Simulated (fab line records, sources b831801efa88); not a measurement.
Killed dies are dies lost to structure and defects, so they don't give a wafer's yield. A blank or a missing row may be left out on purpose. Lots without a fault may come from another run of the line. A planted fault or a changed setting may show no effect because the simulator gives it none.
Which tool did it? | flow gf180mcu | 12 lots, 36 wafers sampled, at 2 steps of a route of 602

WHAT THE GAUGES READ, wafer by wafer
GF_CONTACT_CD_MEAS_14: target cd 220 nm.
lot  | measured     | on        | cd_nm (nm)
L075 | day 16 06:57 | cd_sem-02 | 220.9 219.3 219.9
L077 | day 17 02:38 | cd_sem-01 | 220.0 220.4 221.5
L079 | day 17 23:56 | cd_sem-01 | 223.0 223.3 222.9
L081 | day 18 14:51 | cd_sem-02 | 221.5 221.0 221.2
L083 | day 19 15:10 | cd_sem-02 | 219.7 220.4 220.5
L085 | day 20 07:41 | cd_sem-02 | 220.7 220.4 218.9
L087 | day 20 23:32 | cd_sem-02 | 219.1 219.8 219.5
L089 | day 21 12:44 | cd_sem-02 | 219.0 219.9 219.1
L091 | day 22 12:17 | cd_sem-02 | 220.8 221.8 222.3
L093 | day 22 21:35 | cd_sem-02 | 221.9 222.2 220.1
L095 | day 23 14:23 | cd_sem-01 | 219.4 221.0 219.2
L097 | day 24 08:59 | cd_sem-01 | 219.5 219.9 219.4

WHICH TOOL RAN EACH LOT (tool, then ch and the chambers of the sampled wafers, then the start)
lot  | GF_SAB_ETCH_11
L075 | rie_diel-02 ch 0,3, day 15 07:34
L077 | rie_diel-03 ch 0,2, day 16 03:16
L079 | rie_diel-02 ch 0,1, day 16 22:55
L081 | rie_diel-03 ch 0,1,2, day 17 14:01
L083 | rie_diel-04 ch 0,2,3, day 18 13:16
L085 | rie_diel-02 ch 1,3, day 19 05:44
L087 | rie_diel-02 ch 0,1, day 19 21:28
L089 | rie_diel-04 ch 0,3, day 20 10:43
L091 | rie_diel-03 ch 0,3, day 21 11:38
L093 | rie_diel-04 ch 0,2,3, day 21 21:16
L095 | rie_diel-04 ch 0,1,2, day 22 13:23
L097 | rie_diel-03 ch 0,2,3, day 23 09:04
- GF_SAB_ETCH_11: etches SiO2 in C4F8/O2/Ar, target depth 55 nm, time 8.5 s.

THE ANSWER, worked out from the rows above alone
Rule: what is usual is taken from the lots themselves. Put in order of their means at a reading, lots are off if they are a third of the lots or fewer, leave a main group of 4 or more, and stand apart from it by a gap of 3 or more times the standard deviation of the main group's means; of several such gaps the widest counts. A main group whose means are all the same, to the digits that the tables above print for the reading, isn't used. A lot without any number at a reading at which 4 lots or more have one is off too. The other lots that the step has rows for count as sound.
No lot is off at any reading shown: from this, nothing can be told.

WHAT THE SIMULATOR HAD PUT IN
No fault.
